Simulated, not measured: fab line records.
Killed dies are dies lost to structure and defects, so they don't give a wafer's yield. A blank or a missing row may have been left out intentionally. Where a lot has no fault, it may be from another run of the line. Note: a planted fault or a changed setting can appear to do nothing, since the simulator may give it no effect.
One fault through the eyes of 2 desks + flow sfqLine + only its own numbers are on each desk; what lay behind them is given at the end

== TOOL OWNER'S DESK, lithoTrack-02 ==
The tool's own readings at SFQ_TRILAYER_I7_VIA_LITHO_PEB_190 (peb time 60 s): means of the sampled wafers that have a number, for each lot that ran on this tool. A lot is out of limits, marked OUT, if its mean lies more than 4 standard deviations from the usual mean; the brackets give that distance.
Columns: A = heaterPowerTotalW at SFQ_TRILAYER_I7_VIA_LITHO_PEB_190, usual 79.15 W; B = plateTempC at SFQ_TRILAYER_I7_VIA_LITHO_PEB_190, usual 115.03 C
| lot  | first seen here | A               | B                |
|------|-----------------|-----------------|------------------|
| L659 | day 70 16:50    | 79.15           | 114.95           |
| L668 | day 71 08:22    | 81.40 (+34) OUT | 117.51 (+19) OUT |
| L669 | day 71 20:32    | 81.42 (+34) OUT | 117.58 (+20) OUT |
This desk's verdict: out of limits on L668, L669, starting with L668 at day 71 08:22 (heaterPowerTotalW at SFQ_TRILAYER_I7_VIA_LITHO_PEB_190). L659 stayed within limits.

== AT THE METROLOGY DESK ==
Means of the sampled wafers that have a number, per lot and without regard to the tool the lot ran on: this is what the gauges read. A lot is out of limits, marked OUT, if its mean lies more than 4 standard deviations from the usual mean; the brackets give that distance.
Columns: A = I7_BOW at SFQ_I7_BOW_MEAS_946, usual 8 um; B = I7_OVL at SFQ_I7_OVL_MEAS_947, usual 2 nm
| lot  | first seen here | A  | B  |
|------|-----------------|----|----|
| L653 | day 64 16:58    | 7  | -7 |
| L659 | day 66 16:58    | 13 | 5  |
| L668 | day 67 15:48    | 15 | -5 |
| L669 | day 68 06:25    | 13 | 5  |
| L670 | day 68 09:25    | 4  | -0 |
| L673 | day 72 10:37    | 13 | 3  |
This desk's finding: nothing out of limits on any of the 6 lots.

== TAKEN TOGETHER ==
At day 71 08:22, on L668, L669, the tool owner's desk was in a position to raise an alarm.
At the metrology desk, nothing out of limits was observed.
The metrology desk has L668, L669 on record, within its limits.
On lithoTrack-02, each named lot ran SFQ_TRILAYER_I7_VIA_LITHO_PEB_190.

== WHAT THE SIMULATOR HAD INSERTED ==
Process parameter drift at SFQ_TRILAYER_I7_VIA_LITHO_PEB_190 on lithoTrack-02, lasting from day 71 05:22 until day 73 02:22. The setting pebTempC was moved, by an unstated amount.
Struck lots among those shown: L668, L669.
Hours from the fault's start to each desk's first reading out of limits: the tool owner's desk, 3.
